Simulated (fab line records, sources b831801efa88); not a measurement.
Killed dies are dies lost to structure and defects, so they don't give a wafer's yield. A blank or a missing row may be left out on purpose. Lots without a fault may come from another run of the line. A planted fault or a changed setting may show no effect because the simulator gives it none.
A struck lot beside a sound one | flow sky130 | 19 steps out of a route of 708
Sound: wafers L114.1, L114.2, L114.5. Struck: wafers L112.2, L112.4, L112.6. The cause comes at the end.
At each step with rows: each side's tool, then ch and its chambers, then its first start. Under that, the readings that differ: sound wafers | struck wafers | difference of the means | sigmas: that difference in standard deviations of wafers without a fault.
alike: readings whose means differ by less than 2 such deviations, and words and numbers that are the same on both sides. not compared: withheld readings, readings that some wafer has no value for, bounds like >300 that may hide the same value, and numbers for which the record gives no deviation and whose values overlap.
The two part at a step that has a row with sigmas, a row that says differs or no value, or rows on one side only. Numbers that don't overlap but have no deviation are shown without sigmas and don't part them. A reading that every wafer of one side lacks parts them only if that side has two wafers or more.

SKY_VIA1_ETCH_15: etches SiO2 in C4F8/O2/Ar, stops on TiN, target depth 351 nm, time 54 s.
  sound on rie_diel-03 ch 0,1,2, day 39 18:40; struck on rie_diel-02 ch 1,3, day 39 08:43
  alike: oes_product_au, rf_fwd_power_W
  not compared: rf_hours_counter_h
SKY_VIA1_STRIP_16: strips in O2/N2.
  sound on plasma_asher-01 ch 0,1, day 39 18:43; struck on plasma_asher-04 ch 0,1, day 39 08:46
  alike: drypump_motor_current_A, oes_product_au, strip_time_to_endpoint_s
  not compared: rf_hours_counter_h
then, 4 steps without rows for these wafers: SKY_VIA1_STRIP_17 (strips in post etch residue remover, time 1200 s); SKY_VIA1_CLEAN_18 (cleans in IPA, time 180 s); SKY_VIA1_CLEAN_19 (cleans in O3/DIW); SKY_VIA1_SPUTTER_20 (material TiN, target thk 20 nm, time 80 s).
SKY_VIA1_CVD_21: deposits W, target thk 270 nm, time 80.902 s.
  sound on cvd_w-01 ch 0,1, day 39 19:22; struck on cvd_w-02 ch 0,1, day 39 09:25
  alike: heater_power_w
SKY_VIA1_RS_MEAS_22: measures by four-point-probe.
  sound on film_metro-01, day 39 19:28; struck on film_metro-04, day 39 09:32
  alike: VIA1_W_RS
SKY_VIA1_THK_MEAS_23: measures by xrf.
  sound on film_metro-01, day 39 19:35; struck on film_metro-04, day 39 09:38
  alike: VIA1_W_THK
SKY_VIA1_CMP_24: polishes, stops on SiO2, t overpolish 15 s, target thk 0 nm.
  sound on cmp-02 ch 1,2,3, day 39 19:44; struck on cmp-02 ch 0,2, day 39 09:44
  alike: motor_current_A, overpolish_run_s, platen_rpm, time_to_endpoint_s
then, 2 steps without rows for these wafers: SKY_METAL2_SPUTTER_00 (material Ti, target thk 15 nm, time 10 s); SKY_METAL2_SPUTTER_01 (material TiN, target thk 20 nm, time 16.7 s).
SKY_METAL2_SPUTTER_02: material AlCu, target thk 250 nm, time 13.3 s.
  sound on pvd_sputter-01, day 39 19:59; struck on pvd_sputter-02, day 39 10:02
  no value came back on the struck wafers for cathode_dc_power_W (W), chamber_pressure_pa (Pa), throttle_valve_pct (%); on the sound wafers cathode_dc_power_W (W) reads 10393 10389 10387
then, 1 step without rows for these wafers: SKY_METAL2_SPUTTER_03 (material Ti, target thk 5 nm, time 3.3 s).
SKY_METAL2_SPUTTER_04: material TiN, target thk 70 nm, time 58.3 s.
  sound on pvd_sputter-01, day 39 20:02; struck on pvd_sputter-02, day 39 10:05
  reading                | sound          | struck         | difference | sigmas
  throttle_valve_pct (%) | 30.7 31.6 31.8 | 27.7 29.6 29.6 | -2.4       | -2
  alike: cathode_dc_power_W, chamber_pressure_pa
SKY_METAL2_RS_MEAS_05: measures by four-point-probe.
  sound on film_metro-03, day 39 20:05; struck on film_metro-03, day 39 10:09
  reading                 | sound                | struck               | difference | sigmas
  METAL2_ALCU_RS (ohm/sq) | 0.1297 0.1309 0.1311 | 8.6613 8.7166 8.7806 | +8.5889    | +99 or more
SKY_METAL2_THK_MEAS_06: measures by xrf.
  sound on film_metro-03, day 39 20:12; struck on film_metro-03, day 39 10:16
  reading              | sound       | struck   | difference | sigmas
  METAL2_ALCU_THK (nm) | 240 236 241 | <1 <1 <1 | differs    |
then, 1 step without rows for these wafers: SKY_METAL2_DEHYDRATE_07 (time 60 s).
-- the record jumps here: 10 days lie between the struck wafers' starts before and after (it left off in module METAL2 and takes up again in module PAD_OPEN, whose first step shown is number 708 of the route) --
SKY_PAD_OPEN_PROBE_99:
  the record has rows for the struck wafers here (prober-01, day 49 19:22) and none for the sound ones

WHERE THEY PART
First at SKY_METAL2_SPUTTER_02; last, within this record, at SKY_PAD_OPEN_PROBE_99.

WHY: what the simulator had put in
Skipped step whole: pvd_sputter-02, from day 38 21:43 on, at SKY_METAL2_SPUTTER_02. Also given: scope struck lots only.
